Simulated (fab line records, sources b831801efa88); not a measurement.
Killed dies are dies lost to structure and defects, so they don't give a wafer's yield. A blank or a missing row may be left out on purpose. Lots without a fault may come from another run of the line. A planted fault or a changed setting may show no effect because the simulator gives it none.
Which tool did it? | flow sky130 | 24 lots, 72 wafers sampled, at 3 steps of a route of 708

WHAT THE GAUGES READ, wafer by wafer
SKY_METAL2_RS_MEAS_05: measures by four-point-probe.
lot  | measured     | on            | METAL2_ALCU_RS (ohm/sq)
L074 | day 34 10:52 | film_metro-03 | 0.1263 0.1261 0.1251
L075 | day 34 12:17 | film_metro-02 | 0.1252 0.1248 0.1246
L076 | day 35 00:53 | film_metro-02 | 0.1266 0.1276 0.1274
L077 | day 35 18:01 | film_metro-01 | 0.1277 0.1284 0.1285
L079 | day 36 02:48 | film_metro-02 | 0.1282 0.1275 0.1285
L078 | day 36 03:11 | film_metro-02 | 0.1279 0.1275 0.1272
L080 | day 36 03:14 | film_metro-01 | 0.1264 0.1258 0.1265
L081 | day 37 07:59 | film_metro-02 | 0.1270 0.1275 0.1274
L083 | day 37 12:59 | film_metro-02 | 0.1252 0.1254 0.1268
L082 | day 37 16:56 | film_metro-01 | 0.1288 0.1278 0.1285
L084 | day 37 21:40 | film_metro-01 | 0.1262 0.1264 0.1270
L085 | day 38 09:42 | film_metro-02 | 0.1254 0.1260 0.1248
L086 | day 38 15:21 | film_metro-01 | 0.1277 0.1283 0.1275
L088 | day 39 07:58 | film_metro-01 | 0.1283 0.1282 0.1295
L087 | day 39 09:14 | film_metro-01 | 0.1230 0.1232 0.1243
L090 | day 39 11:31 | film_metro-03 | 0.1288 0.1277 0.1271
L089 | day 39 11:53 | film_metro-01 | 0.1256 0.1258 0.1252
L091 | day 39 17:12 | film_metro-01 | 0.1253 0.1262 0.1249
L092 | day 39 19:59 | film_metro-01 | 0.1292 0.1298 0.1299
L093 | day 40 09:11 | film_metro-02 | 0.1290 0.1299 0.1298
L094 | day 40 10:56 | film_metro-03 | 0.1282 0.1278 0.1297
L095 | day 40 16:21 | film_metro-02 | 0.1256 0.1263 0.1252
L096 | day 41 01:51 | film_metro-03 | 0.1291 0.1289 0.1287
L097 | day 41 04:55 | film_metro-03 | 0.1261 0.1262 0.1245

SKY_VIA3_CD_MEAS_12: target cd 200 nm.
lot  | measured     | on        | cd_nm (nm)
L074 | day 40 03:23 | cd_sem-02 | 199.0 200.4 199.9
L075 | day 40 04:53 | cd_sem-01 | 199.2 196.9 198.2
L076 | day 40 14:31 | cd_sem-02 | 199.5 199.1 199.2
L077 | day 41 05:31 | cd_sem-02 | 201.2 201.1 199.5
L079 | day 41 14:53 | cd_sem-02 | 197.8 197.1 197.4
L078 | day 41 15:07 | cd_sem-01 | 199.0 198.5 199.8
L080 | day 41 15:47 | cd_sem-02 | 201.5 201.3 202.4
L081 | day 42 16:40 | cd_sem-01 | 197.2 198.7 198.0
L083 | day 42 22:41 | cd_sem-01 | 200.0 201.3 200.4
L082 | day 43 01:23 | cd_sem-02 | 201.3 199.8 200.5
L084 | day 43 05:19 | cd_sem-02 | 197.1 198.4 197.7
L085 | day 43 14:47 | cd_sem-01 | 199.6 199.9 200.5
L086 | day 43 20:29 | cd_sem-02 | 202.9 202.2 202.1
L088 | day 44 12:38 | cd_sem-02 | 198.7 197.4 197.8
L087 | day 44 13:55 | cd_sem-01 | 198.6 200.4 198.6
L090 | day 44 14:59 | cd_sem-02 | 200.6 199.9 200.0
L089 | day 44 15:50 | cd_sem-01 | 199.9 199.2 201.0
L091 | day 44 20:13 | cd_sem-02 | 199.2 199.6 199.7
L092 | day 44 23:38 | cd_sem-01 | 200.0 200.1 200.3
L093 | day 45 09:47 | cd_sem-02 | 200.0 200.8 200.0
L094 | day 45 12:20 | cd_sem-01 | 198.2 197.8 198.0
L095 | day 45 17:04 | cd_sem-01 | 201.0 202.0 198.9
L096 | day 45 23:56 | cd_sem-02 | 196.4 198.6 197.0
L097 | day 46 03:14 | cd_sem-01 | 197.0 197.4 197.4

WHICH TOOL RAN EACH LOT (tool, then ch and the chambers of the sampled wafers, then the start)
lot  | SKY_METAL3_ETCH_17
L074 | rie_diel-04 ch 0,2,3, day 39 01:09
L075 | rie_diel-02 ch 0,2,3, day 39 01:44
L076 | rie_diel-02 ch 1,3, day 39 12:04
L077 | rie_diel-04 ch 0,1, day 40 04:07
L079 | rie_diel-02 ch 0,1,2, day 40 13:00
L078 | rie_diel-03 ch 1,3, day 40 13:14
L080 | rie_diel-02 ch 1,2, day 40 14:11
L081 | rie_diel-04 ch 0,3, day 41 15:41
L083 | rie_diel-02 ch 0,3, day 41 21:34
L082 | rie_diel-02 ch 0,2,3, day 42 01:02
L084 | rie_diel-02 ch 0,2,3, day 42 03:37
L085 | rie_diel-03 ch 1,2, day 42 14:17
L086 | rie_diel-03 ch 0,2,3, day 42 20:42
L088 | rie_diel-04 ch 0,1,3, day 43 12:16
L087 | rie_diel-04 ch 2,3, day 43 13:54
L090 | rie_diel-02 ch 2,3, day 43 14:43
L089 | rie_diel-03 ch 2,3, day 43 15:36
L091 | rie_diel-03 ch 1,2, day 43 20:24
L092 | rie_diel-02 ch 1,2, day 43 23:53
L093 | rie_diel-02 ch 0,1,2, day 44 10:40
L094 | rie_diel-02 ch 2,3, day 44 12:53
L095 | rie_diel-04 ch 0,1,2, day 44 18:25
L096 | rie_diel-02 ch 0,1,2, day 45 01:39
L097 | rie_diel-03 ch 0,3, day 45 04:28
- SKY_METAL3_ETCH_17: etches SiO2 in C4F8/O2/Ar, stops on TiN, time 3.9 s, target depth 15 nm.

WHAT THE TOOLS THEMSELVES READ (means of the sampled wafers that have a number; where no wafer has one, the mark that the record gives instead)
SKY_METAL3_ETCH_17.
lot  | tool        | oes_product_au (a.u.)
L074 | rie_diel-04 | 0.743
L075 | rie_diel-02 | 0.762
L076 | rie_diel-02 | 0.758
L077 | rie_diel-04 | 0.756
L079 | rie_diel-02 | 0.753
L078 | rie_diel-03 | 0.753
L080 | rie_diel-02 | 0.753
L081 | rie_diel-04 | 0.751
L083 | rie_diel-02 | 0.751
L082 | rie_diel-02 | 0.753
L084 | rie_diel-02 | 0.754
L085 | rie_diel-03 | 0.754
L086 | rie_diel-03 | 0.754
L088 | rie_diel-04 | 0.749
L087 | rie_diel-04 | 0.754
L090 | rie_diel-02 | 0.761
L089 | rie_diel-03 | 0.749
L091 | rie_diel-03 | 0.753
L092 | rie_diel-02 | 0.753
L093 | rie_diel-02 | 0.749
L094 | rie_diel-02 | 0.754
L095 | rie_diel-04 | 0.754
L096 | rie_diel-02 | 0.753
L097 | rie_diel-03 | 0.760

THE ANSWER, worked out from the rows above alone
Rule: what is usual is taken from the lots themselves. Put in order of their means at a reading, lots are off if they are a third of the lots or fewer, leave a main group of 4 or more, and stand apart from it by a gap of 3 or more times the standard deviation of the main group's means; of several such gaps the widest counts. A main group whose means are all the same, to the digits that the tables above print for the reading, isn't used. A lot without any number at a reading at which 4 lots or more have one is off too. The other lots that the step has rows for count as sound. The gauges are gone through in route order, then the tools' own readings, and for those a lot's mean is taken as printed above. The first step at which some lot is off is used, and at that step the reading that is off furthest; a lot without a number counts as furthest.
No lot is off at any reading shown: from this, nothing can be told.

WHAT THE SIMULATOR HAD PUT IN
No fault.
